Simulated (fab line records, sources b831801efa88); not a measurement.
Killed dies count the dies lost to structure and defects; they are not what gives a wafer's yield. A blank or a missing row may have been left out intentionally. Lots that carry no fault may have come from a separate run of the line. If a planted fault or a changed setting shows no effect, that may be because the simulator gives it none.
Comparing a struck lot with a sound one | flow sky130 | 17 steps out of a route of 708
Sound: the wafers L956.1, L956.2, L956.5. Wafers struck: L971.2, L971.4, L971.5. The cause is given at the end.
Per side, at each step with rows, come the tool, then ch with its chambers, and then its first start. Under that, the readings that differ: sound wafers | struck wafers | difference of the means | sigmas: that difference in standard deviations of wafers without a fault.
alike: readings with means less than 2 such deviations apart, plus words and numbers identical on both sides. not compared: withheld readings, readings lacking a value on some wafer, bounds such as >300 that could conceal the same value, and numbers that have no deviation in the record and whose values overlap.
The two part at a step that has a row with sigmas, a row that says differs or no value, or rows on one side only. Non-overlapping numbers with no deviation appear without sigmas and do not part them. A reading that every wafer of one side lacks parts them only if that side has two wafers or more.

SKY_LDD_P_OVL_MEAS_08:
  sound: overlay-01 at day 19 09:29; struck: overlay-01 at day 24 22:51
  alike: LDD_P_OVL
next, for these wafers, 1 step has no rows: SKY_LDD_P_IMPLANT_09.
SKY_LDD_P_STRIP_10: strips in O2/N2.
  sound on plasma_asher-04 ch 0,1, day 19 09:40; struck on plasma_asher-02 ch 0, day 24 23:02
  alike: drypump_motor_current_A, oes_product_au, strip_time_to_endpoint_s
  not compared: rf_hours_counter_h
SKY_LDD_P_TW_MEAS_11:
  sound: film_metro-01 at day 19 09:46; struck: film_metro-04 at day 24 23:08
  alike: LDD_P_TW
then, 7 steps without rows for these wafers: SKY_LDD_HVN_DEHYDRATE_00 (time 60 s); SKY_LDD_HVN_HMDS_01 (prime time 60 s); SKY_LDD_HVN_COAT_02 (resist thk 300 nm); SKY_LDD_HVN_SOFTBAKE_03 (time 60 s); SKY_LDD_HVN_EXPOSE_04 (exposes mask HVNTM, target cd 700 nm); SKY_LDD_HVN_PEB_05; SKY_LDD_HVN_DEVELOP_06 (develop time 60 s).
SKY_LDD_HVN_OVL_MEAS_07:
  sound: overlay-01 at day 20 16:47; struck: overlay-02 at day 26 03:29
  alike: LDD_HVN_OVL
SKY_LDD_HVN_IMPLANT_08:
  sound on implanter-02 ch 0, day 20 16:49; struck on implanter-02 ch 0, day 26 03:32
  reading                   | sound                | struck               | difference | sigmas
  beam_energy_keV           | 59.976 59.993 59.976 | 86.346 86.390 86.377 | +26.389    | +99 or more
  model.implant.rp_nm (nm)  | 55.45 55.45 55.45    | 80.59 80.59 80.59    | +25.14     |
  model.implant.drp_nm (nm) | 28.15 28.15 28.15    | 38.46 38.46 38.46    | +10.31     |
SKY_LDD_HVN_STRIP_09: strips in O2/N2.
  sound on plasma_asher-02 ch 0,1, day 20 16:58; struck on plasma_asher-03 ch 0,1, day 26 03:40
  reading                      | sound             | struck            | difference | sigmas
  strip_time_to_endpoint_s (s) | 4.149 4.156 4.197 | 4.141 4.105 4.113 | -0.048     | -2
  alike: drypump_motor_current_A, oes_product_au
  not compared: rf_hours_counter_h
SKY_LDD_HVN_TW_MEAS_10:
  sound: film_metro-01 at day 20 17:04; struck: film_metro-04 at day 26 03:47
  reading    | sound          | struck         | difference | sigmas
  LDD_HVN_TW | 1430 1441 1440 | 1599 1604 1599 | +164       | +10
then, 1 step without rows for these wafers: SKY_LDD_HVP_DEHYDRATE_00 (time 60 s).
-- the record jumps here: 23 days lie between the struck wafers' starts before and after (it left off in module LDD_HVP and takes up again in module PAD_OPEN, whose first step shown is number 708 of the route) --
SKY_PAD_OPEN_PROBE_99:
  sound: prober-02 at day 45 22:03; struck: prober-02 at day 49 12:44
  reading                                  | sound                | struck               | difference | sigmas
  model.etest.tip_n_5v.rs_ohm_sq           | 1403 1403 1404       | 1184 1190 1189       | -216       |
  model.etest.nfet_g5v0d10v5.r_on_ohm_um   | 1842 1868 1868       | 1755 1757 1767       | -100       |
  model.etest.nfet_g5v0d10v5.drive_ua_um   | 621.8 609.7 608.1    | 654.9 656 650.8      | +40.7      |
  model.etest.nfet_05v0_nvt.drive_ua_um    | 586.7 577.9 573.6    | 607.2 608.3 605.9    | +27.7      |
  model.etest.ring_5v.delay_ps             | 44.02 44.44 44.83    | 43.35 43.1 43.29     | -1.18      |
  model.etest.nfet_05v0_nvt.off_log10_a_um | -11.08 -11.06 -11.01 | -10.67 -10.58 -10.59 | +0.44      |
  model.etest.nfet_g5v0d10v5.vt_sat_v (V)  | 0.7548 0.7676 0.7607 | 0.6718 0.674 0.6804  | -0.0856    |
  model.etest.nfet_g5v0d10v5.vt_v (V)      | 0.8083 0.8232 0.8174 | 0.7605 0.7648 0.7711 | -0.0508    |
  alike: killed_at_M0_to_M3, killed_at_M4_up, killed_at_contacts, killed_at_front_end, killed_at_other, killed_dies, killed_open, killed_short

## WHERE THEY PART
At SKY_LDD_HVN_IMPLANT_08 first; at SKY_LDD_HVN_TW_MEAS_10 last (within this record only). Later steps at which nothing parts them and some readings are alike: SKY_PAD_OPEN_PROBE_99.

WHY: what had been put in by the simulator
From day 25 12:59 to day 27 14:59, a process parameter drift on implanter-02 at SKY_LDD_HVN_IMPLANT_08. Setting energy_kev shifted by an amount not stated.
